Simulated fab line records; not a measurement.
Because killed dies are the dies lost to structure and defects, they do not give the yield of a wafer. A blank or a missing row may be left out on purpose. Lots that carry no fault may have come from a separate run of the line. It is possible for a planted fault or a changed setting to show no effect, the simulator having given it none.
8D (eight disciplines) problem report, filled in by code | flow gf180mcu | the parts of the form that need people (team, actions taken, sign-off) are left out

1. WHAT WENT WRONG
Across 6 wafers from 2 lots, NSD_RS at GF_PSD_RS_MEAS_14 averages 40.38 ohm/sq, while fault-free wafers read 46.14 ohm/sq with a standard deviation of 0.09. That is -64 standard deviations from the usual mean.
The step: measures by four-point-probe.
Earliest sighting: wafer L871.1 on film metro-02 at day 19 02:17. The record has a number at this step for 39 wafers belonging to 13 lots. Rule for "out" (also "out of limits"): further than 4 standard deviations from the usual mean. All remaining wafers that have a number are taken as sound.

2. WHAT IT IS, WHAT IT ISN'T
question                    | is                           | is not
which readings at this step | NSD_RS                       | -
which lots                  | L871, L874                   | L857, L859, L862, L863, L864, L865, L866, L868, L869, L872, L880
which wafers of those lots  | all that have a number       | -
read on which gauges        | film metro-02, film metro-04 | film metro-01
when                        | from day 19 02:17            | up to then (27 sound wafers); but 6 sound wafers of L872, L880 came after

3. THE SUSPECTS, EACH WITH WHAT RULES IT OUT
Counting: a tool at any process step up to the reading remains a suspect when it ran all the lots that are out and ran no sound lot after the first of those.
- ruled out: the gauge at GF_PSD_RS_MEAS_14. The wafers that are out were read on 2 gauges (film metro-02, film metro-04).
- rtp anneal-02 at GF_PSD_RTA_13 (time 20 s): kept. Every lot that is out went through it, starting with L871 (day 19 02:11), and after that it ran no sound lot; the last sound lot it ran before then is L868 (day 18 09:03). Out on those wafers are its own readings of wafer_temp_C_max.
Left after counting: rtp anneal-02 at GF_PSD_RTA_13.

4. THE CAUSE (what the simulator had put in)
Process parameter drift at GF_PSD_RTA_13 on rtp anneal-02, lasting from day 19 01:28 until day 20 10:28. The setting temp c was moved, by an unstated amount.
This tool alone remained once counting was done.

5. THE CHAIN OF EFFECTS, in route order
Rows list readings where the struck wafers' mean (over those with a number) sits beyond 3 standard deviations from the usual. Only readings for which the record gives a usual standard deviation are gone through. hours: the time from each lot's start at the first step in this table that gives one to its start at this step, as a median over the lots. sigmas: the change in usual standard deviations.
hours | step              | reading          | usual        | on struck wafers | change | sigmas
0     | GF_PSD_RTA_13     | wafer_temp_C_max | 1030.8       | 1068.5           | +37.7  | +20
0     | GF_PSD_RS_MEAS_14 | NSD_RS           | 46.14 ohm/sq | 40.38            | -5.76  | -64
0     | GF_PSD_RS_MEAS_15 | PSD_RS           | 108.6 ohm/sq | 92.2             | -16.3  | -53
It contains these process steps:
- GF_PSD_RTA_13: time 20 s.
Later steps that measure or inspect, where all struck wafers having a row at the step show a number for every such reading and not one has moved that far: GF_CONTACT_THK_MEAS_01.

6. WHAT WOULD HAVE CAUGHT IT SOONER
In this record the first reading out of limits at a measuring or inspecting step was taken at day 19 02:17, 1 hour after the fault began at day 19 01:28.
Tool's own readings at GF_PSD_RTA_13, wafer_temp_C_max: out on all struck wafers the step has rows for; an alarm limit on them would have tripped on the first.
Lots out: 2; of these, L874 started GF_PSD_RTA_13 on rtp anneal-02 after day 19 02:17. Holding the tool at that time would have saved it.
